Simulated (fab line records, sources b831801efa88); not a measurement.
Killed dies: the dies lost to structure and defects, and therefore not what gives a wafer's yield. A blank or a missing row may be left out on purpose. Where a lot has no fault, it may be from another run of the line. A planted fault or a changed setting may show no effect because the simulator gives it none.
Which tool did it?	flow gf180mcu	Sampling: 7 lots, 21 wafers, 3 of 602 route steps

== WHAT THE GAUGES READ, wafer by wafer ==
GF_V1_THK_MEAS_01.
lot	measured	on	V1_CVD_00_THK (nm)
L808	day 17 16:49	film metro-04	601 597 604
L813	day 19 10:49	film metro-02	596 590 590
L815	day 20 05:59	film metro-03	596 601 600
L817	day 20 18:40	film metro-02	604 595 596
L824	day 23 10:20	film metro-02	590 589 589
L826	day 23 22:59	film metro-04	601 606 604
L828	day 24 15:50	film metro-04	596 586 598

== TOOL THAT RAN EACH LOT (tool first, then ch and the chambers of the sampled wafers, then the start) ==
lot	GF_M1_SPUTTER_01	GF_M1_SPUTTER_02
L808	pvd sputter-02, day 16 16:58	pvd sputter-02, day 16 17:01
L813	pvd sputter-01, day 18 09:46	pvd sputter-01, day 18 09:48
L815	pvd sputter-04, day 19 04:47	pvd sputter-04, day 19 04:49
L817	pvd sputter-04, day 19 18:35	pvd sputter-04, day 19 18:37
L824	pvd sputter-02, day 22 09:58	pvd sputter-02, day 22 09:59
L826	pvd sputter-01, day 22 22:52	pvd sputter-01, day 22 22:53
L828	pvd sputter-01, day 23 17:10	pvd sputter-01, day 23 17:11
- GF_M1_SPUTTER_01: material TiN, target thk 30 nm, time 25 s.
- GF_M1_SPUTTER_02: material AlCu, target thk 450 nm, time 23.9 s.

== THE ANSWER, worked out from the rows above alone ==
Rule: the usual values come from the lots themselves. Put in order of their means at a reading, lots are off if they are a third of the lots or fewer, leave a main group of 4 or more, and stand apart from it by a gap of 3 or more times the standard deviation of the main group's means; of several such gaps the widest counts. If all means in a main group match to the digits the tables above print for the reading, that group is not used. A lot without any number at a reading at which 4 lots or more have one is off too. All remaining lots with rows at the step are treated as sound.
Nothing can be told from this: no lot is off at any reading shown.

== WHAT THE SIMULATOR PUT IN ==
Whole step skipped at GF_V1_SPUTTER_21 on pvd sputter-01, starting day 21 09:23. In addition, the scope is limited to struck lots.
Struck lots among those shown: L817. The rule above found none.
